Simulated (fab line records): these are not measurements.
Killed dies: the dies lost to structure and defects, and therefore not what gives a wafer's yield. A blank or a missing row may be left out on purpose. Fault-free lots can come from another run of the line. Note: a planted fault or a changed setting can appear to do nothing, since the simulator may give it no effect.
Struck lot and sound lot, side by side :: flow sfq-line :: 14 out of 325 route steps
Sound: these wafers, L125.1, L125.3, L125.4. Struck: wafers L123.1, L123.2, L123.6. At the end, the cause is stated.
Order at every step that has rows: each side's tool, ch and its chambers, its first start. Under that, the readings that differ: sound wafers :: struck wafers :: difference of the means :: sigmas: that difference in standard deviations of wafers without a fault.
alike: readings with means less than 2 such deviations apart, plus words and numbers identical on both sides. not compared: withheld readings, readings lacking a value on some wafer, bounds such as >300 that could conceal the same value, and numbers that have no deviation in the record and whose values overlap.
A row with sigmas, a row that says differs or no value, or rows on one side alone: a step with any of these is where the two part. When numbers do not overlap yet have no deviation, they are printed without sigmas and do not part them. A reading that every wafer of one side lacks parts them only if that side has two wafers or more.

first, 2 steps without rows for these wafers: SFQ_TRILAYER_JJ_CE_LITHO_PEB_117 (peb time 60 s); SFQ_TRILAYER_JJ_CE_LITHO_DEVELOP_116 (time 60 s).
SFQ_JJ_OVL_MEAS_931:
  sound on overlay-02 at day 57 17:14; struck on overlay-02 at day 57 07:38
reading: J5_OVL (nm)
sound: 0 1 -4
struck: 21 7 8
difference: +13
sigmas: +2
SFQ_TRILAYER_JJ_CE_METRO_MEASURE_117:
  sound on cd-sem-01 at day 57 17:17; struck on cd-sem-01 at day 57 07:41
  alike: cd-nm
SFQ_TRILAYER_JJ_CE_BARC_OPEN_RIE_150: chemistry O2, target BARC, target depth 240 nm, time 80 s.
  sound on rie-metal-01 ch 0, day 57 18:29; struck on rie-metal-04 ch 0,1, day 57 08:53
reading: bias-w (W)
sound: 80.49 80.00 80.63
struck: 79.39 79.96 79.96
difference: -0.60
sigmas: -3
  alike: drypump-motor-current-A, oes-product-au
  not compared: rf-hours-counter-h
SFQ_TRILAYER_JJ_CE_ETCH_RIE_118: chemistry SF6, target Nb, stops on Al2O3, time 97.7 s, target depth 170 nm.
  sound on rie-metal-01 ch 0, day 57 18:40; struck on rie-metal-04 ch 0,1, day 57 08:58
  alike: bias-w, drypump-motor-current-A, oes-product-au
  not compared: rf-hours-counter-h
next, for these wafers, 1 step has no rows: SFQ_TRILAYER_JJ_ANODIZE_ANODIZE_119.
SFQ_TRILAYER_JJ_CE_STRIP_STRIP_120: strips in O2.
  sound on rie-metal-02 ch 0,1, day 57 19:22; struck on rie-metal-02 ch 0, day 57 09:34
  alike: drypump-motor-current-A, oes-product-au
  not compared: rf-hours-counter-h
then, 4 steps without rows for these wafers: SFQ_TRILAYER_JJ_CE_STRIP_SOLV_CLEAN_121 (cleans in NMP, time 600 s); SFQ_TRILAYER_M5_LITHO_COAT_128 (resist thk 62 nm); SFQ_TRILAYER_M5_LITHO_COAT_123 (resist thk 600 nm); SFQ_TRILAYER_M5_LITHO_SOFTBAKE_127.
-- the record jumps here: 5 days lie between the struck wafers' starts before and after --
SFQ_TRILAYER_M5_LITHO_EXPOSE_124: exposes mask M5, target cd 700 nm.
  sound on krf-scanner-02 ch 0, day 62 07:28; struck on krf-scanner-02, day 61 23:04
  no value came back on the struck wafers for exposure-dose-mJ-cm2, focus-offset-nm (nm); on the sound wafers exposure-dose-mJ-cm2 reads 14.379 14.386 14.390
  alike: mask
then, 1 step without rows for these wafers: SFQ_TRILAYER_M5_LITHO_PEB_126 (peb time 60 s).

== WHERE THEY PART ==
Last at SFQ_TRILAYER_M5_LITHO_EXPOSE_124 as far as this record goes, first at SFQ_JJ_OVL_MEAS_931.

WHY: the cause the simulator had injected
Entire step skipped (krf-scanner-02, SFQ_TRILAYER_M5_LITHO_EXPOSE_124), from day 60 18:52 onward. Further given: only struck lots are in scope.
